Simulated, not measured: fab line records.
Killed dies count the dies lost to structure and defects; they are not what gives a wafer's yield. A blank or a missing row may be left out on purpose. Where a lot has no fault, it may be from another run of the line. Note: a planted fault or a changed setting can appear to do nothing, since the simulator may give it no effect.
Which tool did it? + flow gf180mcu + 6 lots with 18 wafers sampled at 4 steps, on a route of 602 steps

== WHAT EACH GAUGE READ, for each wafer ==
GF_HV_LDD_RS_MEAS_53: the measuring method here is four-point-probe.
| lot  | measured     | on           | HV_LDD_RS (ohm/sq)                  |
|------|--------------|--------------|-------------------------------------|
| L597 | day 14 03:46 | filmMetro-03 | 419.0 418.1 417.5                   |
| L599 | day 14 22:02 | filmMetro-04 | 426.2 427.3 426.3 427.0 426.7 426.1 |
| L608 | day 17 14:05 | filmMetro-04 | 419.9 418.5 420.6                   |
| L610 | day 18 16:23 | filmMetro-03 | 418.6 419.6 418.7                   |
| L613 | day 19 11:52 | filmMetro-03 | 418.7 418.8 417.8                   |
| L615 | day 20 05:40 | filmMetro-01 | 416.9 417.2 418.0                   |

== EACH LOT AND THE TOOL THAT RAN IT (in order: tool; ch and the chambers of the sampled wafers; start) ==
| lot  | GF_MVPSD_STRIP_10                   | GF_HV_LDD_IMPLANT_09            | GF_HV_LDD_STRIP_49                  |
|------|-------------------------------------|---------------------------------|-------------------------------------|
| L597 | plasmaAsher-03 ch 0,1, day 6 08:35  | implanter-04 ch 0, day 11 14:00 | plasmaAsher-02 ch 0,1, day 14 03:30 |
| L599 | plasmaAsher-01 ch 0,1, day 6 20:58  | implanter-04 ch 0, day 12 06:06 | plasmaAsher-01 ch 1, day 14 21:45   |
| L608 | plasmaAsher-01 ch 0,1, day 8 22:54  | implanter-03 ch 0, day 14 18:15 | plasmaAsher-01 ch 0,1, day 17 13:48 |
| L610 | plasmaAsher-01 ch 0, day 9 16:06    | implanter-01 ch 0, day 15 18:27 | plasmaAsher-03 ch 0,1, day 18 16:04 |
| L613 | plasmaAsher-03 ch 0,1, day 10 04:43 | implanter-04 ch 0, day 16 11:59 | plasmaAsher-02 ch 0,1, day 19 11:34 |
| L615 | plasmaAsher-03 ch 0,1, day 10 19:35 | implanter-01 ch 0, day 17 05:27 | plasmaAsher-02 ch 0,1, day 20 05:23 |
- GF_MVPSD_STRIP_10: strips in O2/N2.
- GF_HV_LDD_IMPLANT_09
- GF_HV_LDD_STRIP_49: strips in O2/N2.

== THE ANSWER, worked out from the rows above alone ==
Rule: usual is defined by the lots themselves. Put in order of their means at a reading, lots are off if they are a third of the lots or fewer, leave a main group of 4 or more, and stand apart from it by a gap of 3 or more times the standard deviation of the main group's means; of several such gaps the widest counts. A main group is skipped when, at the precision printed for the reading in the tables above, its means are all equal. A lot without any number at a reading at which 4 lots or more have one is off too. All remaining lots with rows at the step are treated as sound.
Off: L599, at GF_HV_LDD_RS_MEAS_53 (HV_LDD_RS). The main group: mean 418.5 ohm/sq, standard deviation 0.77.
If a tool, at a process step before that reading, ran all the lots that are off and no sound lot after the first of them, it fits. Those tools and the gauges at GF_HV_LDD_RS_MEAS_53 are tried in the same way. Not one of the candidates tried fits.

== WHAT THE SIMULATOR HAD PUT IN ==
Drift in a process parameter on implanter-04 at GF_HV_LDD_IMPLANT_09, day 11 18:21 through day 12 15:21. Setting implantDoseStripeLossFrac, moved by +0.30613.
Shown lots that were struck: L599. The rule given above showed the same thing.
